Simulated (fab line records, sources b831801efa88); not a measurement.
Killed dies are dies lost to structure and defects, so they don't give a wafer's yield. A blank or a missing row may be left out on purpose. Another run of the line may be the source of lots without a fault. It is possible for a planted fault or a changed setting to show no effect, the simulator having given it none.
A lot that was struck, set against a sound lot    flow sky130    31 out of 708 route steps
Sound: the wafers L856.2, L856.4, L856.6. Struck: wafer L869.2 (L869.4, L869.6, from the same lot, were not struck and are left out); the cause is given at the end.
Order at every step that has rows: each side's tool, ch and its chambers, its first start. Under that, the readings that differ: sound wafers    struck wafers    difference of the means    sigmas: that difference in standard deviations of wafers without a fault.
alike: readings whose means differ by less than 2 such deviations, and words and numbers that are the same on both sides. not compared: withheld readings, readings that some wafer has no value for, bounds like >300 that may hide the same value, and numbers for which the record gives no deviation and whose values overlap.
The two part at a step that has a row with sigmas, a row that says differs or no value, or rows on one side only. Non-overlapping numbers with no deviation appear without sigmas and do not part them. A reading that every wafer of one side lacks parts them only if that side has two wafers or more.

SKY_VIA1_ETCH_15: etches SiO2 in C4F8/O2/Ar, stops on TiN, target depth 351 nm, time 54 s.
  sound on rie_diel-02 ch 0,3, day 34 05:42; struck on rie_diel-01 ch 2, day 38 11:45
  alike: oes_product_au
  not compared: rf_hours_counter_h
then, 5 steps without rows for these wafers: SKY_VIA1_STRIP_16 (strips in O2/N2); SKY_VIA1_STRIP_17 (strips in post etch residue remover, time 1200 s); SKY_VIA1_CLEAN_18 (cleans in IPA, time 180 s); SKY_VIA1_CLEAN_19 (cleans in O3/DIW); SKY_VIA1_SPUTTER_20 (material TiN, target thk 20 nm, time 80 s).
SKY_VIA1_CVD_21: deposits W, target thk 270 nm, time 80.902 s.
  sound on cvd_w-01 ch 1, day 34 06:26; struck on cvd_w-01 ch 0, day 38 12:27
  alike: heater_power_w
SKY_VIA1_RS_MEAS_22: measurement is done with a four-point probe.
  struck on film_metro-04, day 38 12:34; sound on film_metro-04, day 34 06:33
reading             sound              struck  difference  sigmas
VIA1_W_RS (ohm/sq)  0.423 0.424 0.428  0.437   +0.012      +2
SKY_VIA1_THK_MEAS_23: measures by xrf.
  struck on film_metro-04, day 38 12:40; sound on film_metro-04, day 34 06:40
  alike: VIA1_W_THK
then, 2 steps without rows for these wafers: SKY_VIA1_CMP_24 (polishes, stops on SiO2, t overpolish 15 s, target thk 0 nm); SKY_METAL2_SPUTTER_00 (material Ti, target thk 15 nm, time 10 s).
SKY_METAL2_SPUTTER_01: material TiN, target thk 20 nm, time 16.7 s.
  struck on pvd_sputter-04, day 38 13:04; sound on pvd_sputter-04, day 34 07:02
  alike: throttle_valve_pct
SKY_METAL2_SPUTTER_02: material AlCu, target thk 250 nm, time 13.3 s.
  struck on pvd_sputter-04, day 38 13:06; sound on pvd_sputter-04, day 34 07:03
reading                                      sound              struck  difference  sigmas
model.AlCu_of_METAL2_SPUTTER_02.thk_nm (nm)  254.1 250.8 251.7  464.4   +212.2      
  alike: throttle_valve_pct
then, 1 step without rows for these wafers: SKY_METAL2_SPUTTER_03 (material Ti, target thk 5 nm, time 3.3 s).
SKY_METAL2_SPUTTER_04: material TiN, target thk 70 nm, time 58.3 s.
  struck on pvd_sputter-04, day 38 13:08; sound on pvd_sputter-04, day 34 07:06
  alike: throttle_valve_pct
SKY_METAL2_RS_MEAS_05: measurement is done with a four-point probe.
  struck on film_metro-01, day 38 13:13; sound on film_metro-02, day 34 07:10
reading                  sound                 struck  difference  sigmas
METAL2_ALCU_RS (ohm/sq)  0.1248 0.1264 0.1261  0.0675  -0.0583     -36
SKY_METAL2_THK_MEAS_06: measures by xrf.
  struck on film_metro-01, day 38 13:19; sound on film_metro-02, day 34 07:17
reading               sound        struck  difference  sigmas
METAL2_ALCU_THK (nm)  257 253 253  464     +210        +60
then, 8 steps without rows for these wafers: SKY_METAL2_DEHYDRATE_07 (time 60 s); SKY_METAL2_HMDS_08 (prime time 60 s); SKY_METAL2_COAT_09 (resist thk 60 nm); SKY_METAL2_COAT_10 (resist thk 450 nm); SKY_METAL2_SOFTBAKE_11 (time 90 s); SKY_METAL2_EXPOSE_12 (exposes mask MM2, target cd 140 nm); SKY_METAL2_PEB_13; SKY_METAL2_DEVELOP_14 (develop time 60 s).
SKY_METAL2_CD_MEAS_15 targets a cd of 140 nm.
  struck on cd_sem-02, day 39 13:01; sound on cd_sem-01, day 35 09:14
  alike: cd_nm
SKY_METAL2_OVL_MEAS_16:
  struck on overlay-01, day 39 13:08; sound on overlay-02, day 35 09:20
  alike: METAL2_OVL
then, 2 steps without rows for these wafers: SKY_METAL2_DESCUM_17 (chemistry O2, time 8 s); SKY_METAL2_ETCH_18 (etches BARC in N2/H2, stops on SiO2, time 45.9 s, target depth 60 nm).
SKY_METAL2_METAL_ETCH_19: etches the open film in Cl2/BCl3, stops on SiO2, target depth 360 nm, time 78 s.
  sound on rie_metal-02 ch 0,1, day 35 09:28; struck on rie_metal-02 ch 0, day 39 13:15
reading                sound              struck  difference  sigmas
oes_product_au (a.u.)  0.858 0.856 0.859  1.003   +0.145      +26
  alike: drypump_motor_current_A, throttle_valve_pct
  not compared: rf_hours_counter_h
SKY_METAL2_STRIP_20: strips in O2/N2.
  sound on plasma_asher-03 ch 0,1, day 35 09:33; struck on plasma_asher-01 ch 0, day 39 13:20
  alike: drypump_motor_current_A, oes_product_au, strip_time_to_endpoint_s
  not compared: rf_hours_counter_h

WHERE THEY PART
Earliest at SKY_VIA1_RS_MEAS_22; latest, in this record, at SKY_METAL2_METAL_ETCH_19. Later steps at which nothing parts them and some readings are alike: SKY_METAL2_STRIP_20.

WHY: whatever the simulator had introduced
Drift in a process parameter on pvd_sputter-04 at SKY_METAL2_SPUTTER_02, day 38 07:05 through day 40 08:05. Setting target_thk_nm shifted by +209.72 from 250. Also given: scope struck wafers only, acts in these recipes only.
